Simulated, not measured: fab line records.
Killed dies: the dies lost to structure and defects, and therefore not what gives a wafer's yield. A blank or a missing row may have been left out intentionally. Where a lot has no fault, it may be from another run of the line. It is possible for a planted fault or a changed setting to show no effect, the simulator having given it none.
What tool caused it? | flow sky130 | 12 lots with 36 wafers sampled at 3 steps, on a route of 708 steps

## WHAT THE GAUGES READ, wafer by wafer
SKY_POLY_GATE_CD_MEAS_22. Usual: cd-nm at 149.8 nm, with a standard deviation of 2.6.
lot  | measured     | on        | cd-nm (nm)        | flag
L277 | day 16 15:58 | cd-sem-01 | 154.1 154.3 150.9 |
L278 | day 16 21:22 | cd-sem-01 | 151.7 153.8 148.7 |
L280 | day 18 03:18 | cd-sem-02 | 152.3 149.0 146.3 |
L283 | day 18 21:33 | cd-sem-02 | 148.4 150.8 149.4 |
L287 | day 20 16:59 | cd-sem-01 | 150.9 147.7 149.8 |
L293 | day 22 15:19 | cd-sem-02 | 151.2 151.0 150.9 |
L294 | day 22 19:56 | cd-sem-01 | 149.5 155.3 148.5 |
L295 | day 23 07:59 | cd-sem-01 | 148.3 150.2 154.0 |
L296 | day 23 19:59 | cd-sem-01 | 149.7 149.2 149.7 |
L298 | day 24 10:47 | cd-sem-02 | 149.3 149.9 151.0 |
L299 | day 24 12:02 | cd-sem-02 | 149.3 150.8 152.5 |
L300 | day 24 14:08 | cd-sem-01 | 147.9 143.7 149.3 |

## WHICH TOOL RAN EACH LOT (tool, then ch and the chambers of the sampled wafers, then the start)
lot  | SKY_RES_PROTECT_STRIP_07             | SKY_POLY_GATE_ETCH_16
L277 | plasma-asher-03 ch 0,1, day 15 03:33 | rie-diel-02 ch 1,2,3, day 16 11:19
L278 | plasma-asher-03 ch 0,1, day 15 11:24 | rie-diel-03 ch 0,2,3, day 16 18:08
L280 | plasma-asher-03 ch 0,1, day 16 14:30 | rie-diel-04 ch 0,1,3, day 17 23:26
L283 | plasma-asher-03 ch 0,1, day 17 09:43 | rie-diel-03 ch 0,1,2, day 18 16:55
L287 | plasma-asher-03 ch 1, day 19 06:21   | rie-diel-04 ch 1,3, day 20 15:22
L293 | plasma-asher-02 ch 0, day 21 03:33   | rie-diel-03 ch 0,2,3, day 22 12:38
L294 | plasma-asher-01 ch 0,1, day 21 09:15 | rie-diel-02 ch 0,1,3, day 22 18:14
L295 | plasma-asher-01 ch 0,1, day 21 21:09 | rie-diel-04 ch 0,2,3, day 23 05:11
L296 | plasma-asher-02 ch 0,1, day 22 09:15 | rie-diel-03 ch 0,1,2, day 23 18:22
L298 | plasma-asher-03 ch 0,1, day 22 23:41 | rie-diel-04 ch 1,3, day 24 08:11
L299 | plasma-asher-03 ch 0,1, day 23 00:38 | rie-diel-03 ch 0,2,3, day 24 09:44
L300 | plasma-asher-02 ch 0,1, day 23 03:18 | rie-diel-02 ch 0,1,3, day 24 12:29
- SKY_RES_PROTECT_STRIP_07: strips in O2/N2.
- SKY_POLY_GATE_ETCH_16: etches Si3N4 in CH3F/O2, stops on poly-Si, time 147.5 s, target depth 75 nm.

## WHAT THE TOOLS THEMSELVES READ (means of the sampled wafers that have a number; where no wafer has one, the mark that the record gives instead)
SKY_RES_PROTECT_STRIP_07. Usual: drypump-motor-current-A 5.7 A, standard deviation 0.44; oes-product-au 0.518 a.u., standard deviation 0.0047; strip-time-to-endpoint-s 23.29 s, standard deviation 0.04.
lot  | tool            | drypump-motor-current-A (A) | oes-product-au (a.u.) | strip-time-to-endpoint-s (s) | flag
L277 | plasma-asher-03 | 5.7                         | 0.522                 | 23.29                        |
L278 | plasma-asher-03 | 5.7                         | 0.516                 | 23.28                        |
L280 | plasma-asher-03 | 5.4                         | 0.516                 | 23.30                        |
L283 | plasma-asher-03 | 5.3                         | 0.516                 | 23.28                        |
L287 | plasma-asher-03 | 6.0                         | 0.520                 | 23.33                        |
L293 | plasma-asher-02 | 5.6                         | 0.517                 | 23.27                        |
L294 | plasma-asher-01 | 6.0                         | 0.521                 | 23.26                        |
L295 | plasma-asher-01 | 6.1                         | 0.518                 | 23.27                        |
L296 | plasma-asher-02 | 5.7                         | 0.517                 | 23.29                        |
L298 | plasma-asher-03 | 5.7                         | 0.515                 | 23.26                        |
L299 | plasma-asher-03 | 5.7                         | 0.516                 | 23.36                        |
L300 | plasma-asher-02 | 5.7                         | 0.516                 | 23.26                        |

SKY_POLY_GATE_ETCH_16. Usual: ch3f-flow-sccm 39.99 sccm, standard deviation 0.11; drypump-motor-current-A 5.7 A, standard deviation 0.47; oes-product-au 0.641 a.u., standard deviation 0.0057; rf-fwd-power-W 398.2 W, standard deviation 1.3; throttle-valve-pct 10.535 %, standard deviation 0.0086.
lot  | tool        | ch3f-flow-sccm (sccm) | drypump-motor-current-A (A) | oes-product-au (a.u.) | rf-fwd-power-W (W) | throttle-valve-pct (%) | flag
L277 | rie-diel-02 | 39.94                 | 5.5                         | 0.643                 | 398.6              | 10.536                 |
L278 | rie-diel-03 | 39.99                 | 5.4                         | 0.629                 | 398.8              | 10.525                 |
L280 | rie-diel-04 | 40.12                 | 5.9                         | 0.641                 | 397.1              | 10.539                 |
L283 | rie-diel-03 | 39.85                 | 5.7                         | 0.634                 | 398.9              | 10.539                 |
L287 | rie-diel-04 | 40.01                 | 6.1                         | 0.640                 | 397.3              | 10.536                 |
L293 | rie-diel-03 | 40.00                 | 5.4                         | 0.644                 | 399.0              | 10.534                 |
L294 | rie-diel-02 | 40.03                 | 5.8                         | 0.639                 | 398.7              | 10.539                 |
L295 | rie-diel-04 | 40.04                 | 5.9                         | 0.639                 | 400.1              | 10.537                 |
L296 | rie-diel-03 | 40.06                 | 5.7                         | 0.639                 | 397.2              | 10.538                 |
L298 | rie-diel-04 | 40.03                 | 6.0                         | 0.643                 | 397.5              | 10.533                 |
L299 | rie-diel-03 | 40.00                 | 5.4                         | 0.641                 | 398.0              | 10.533                 |
L300 | rie-diel-02 | 39.94                 | 5.9                         | 0.645                 | 398.7              | 10.545                 |

## THE ANSWER, worked out from the rows above alone
Rule: a lot is off if the mean of its wafers that have a number lies more than 3 standard deviations from the usual mean. Also off: a lot with no number at a reading for which 4 or more lots have one. All remaining lots with rows at the step are treated as sound. The gauges are gone through in route order, then the tools' own readings, and for those a lot's mean is taken as printed above. At the first step where some lot is off, the reading lying furthest off is the one used; lots without a number count as furthest.
No lot is off on any of the readings shown, so nothing can be concluded from this.

## WHAT THE SIMULATOR HAD INSERTED
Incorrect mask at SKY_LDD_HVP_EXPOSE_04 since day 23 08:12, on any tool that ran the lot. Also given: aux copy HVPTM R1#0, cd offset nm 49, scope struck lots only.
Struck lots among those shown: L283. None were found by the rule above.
